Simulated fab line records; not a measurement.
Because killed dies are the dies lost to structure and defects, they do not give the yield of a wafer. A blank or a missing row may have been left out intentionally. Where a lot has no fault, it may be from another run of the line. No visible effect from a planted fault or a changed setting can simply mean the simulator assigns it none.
Chamber matching | flow gf180mcu | 4 sister chambers for GF_POLY_GATE_ETCH_12 on rie diel-03
The step etches BARC in N2/H2. 8 wafers are shown with their chamber, then 7 later ones without.

== WAFERS WITH THEIR CHAMBER ==
wafer  | chamber | rf fwd power W (W) | throttle valve pct (%)
L895.2 | 1       | 494.7              | 13.205
L895.3 | 0       | 492.3              | 13.223
L895.6 | 0       | 490.5              | 13.207
L898.2 | 3       | 495.3              | 13.227
L898.3 | 1       | 493.2              | 13.230
L898.4 | 2       | 500.0              | 13.207
L900.2 | 2       | 499.2              | 13.210
L900.4 | 3       | 496.6              | 13.220

== WAFERS MISSING THEIR CHAMBER ==
wafer  | rf fwd power W (W) | throttle valve pct (%)
L900.6 | 495.0              | 13.235
L902.1 | 489.4              | 13.231
L902.3 | 497.2              | 13.212
L902.5 | 492.3              | 13.208
L904.1 | 494.3              | 13.205
L904.2 | 491.2              | 13.219
L904.4 | 496.7              | 13.214

== WHICH CHAMBER EACH WENT THROUGH ==
wafer  | from the rows above          | in truth
L900.6 | can't be placed: 3 or 1      | 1
L902.1 | 0                            | 0
L902.3 | can't be placed: 3 or 2 or 1 | 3
L902.5 | can't be placed: 0 or 1      | 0
L904.1 | can't be placed: 1 or 3 or 0 | 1
L904.2 | 0                            | 0
L904.4 | can't be placed: 3 or 1 or 2 | 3
2 of 7 placed correctly. These rows do not allow placing 5 (true chamber among the candidates in 5). Wrongly placed: 0.
How it was worked out, from the rows above alone: a wafer's distance from a chamber is the root of the sum, over the readings, of the square of ((its reading less the chamber's mean) divided by the reading's scatter). If the next closest chamber is less than 2 further off than the closest, the wafer can't be placed; otherwise it belongs to the closest. Each chamber's mean is taken over the wafers shown for it. The scatter: take each reading less its chamber's mean, square it, sum over the shown wafers, divide by the number of wafers less the number of chambers, and take the root.
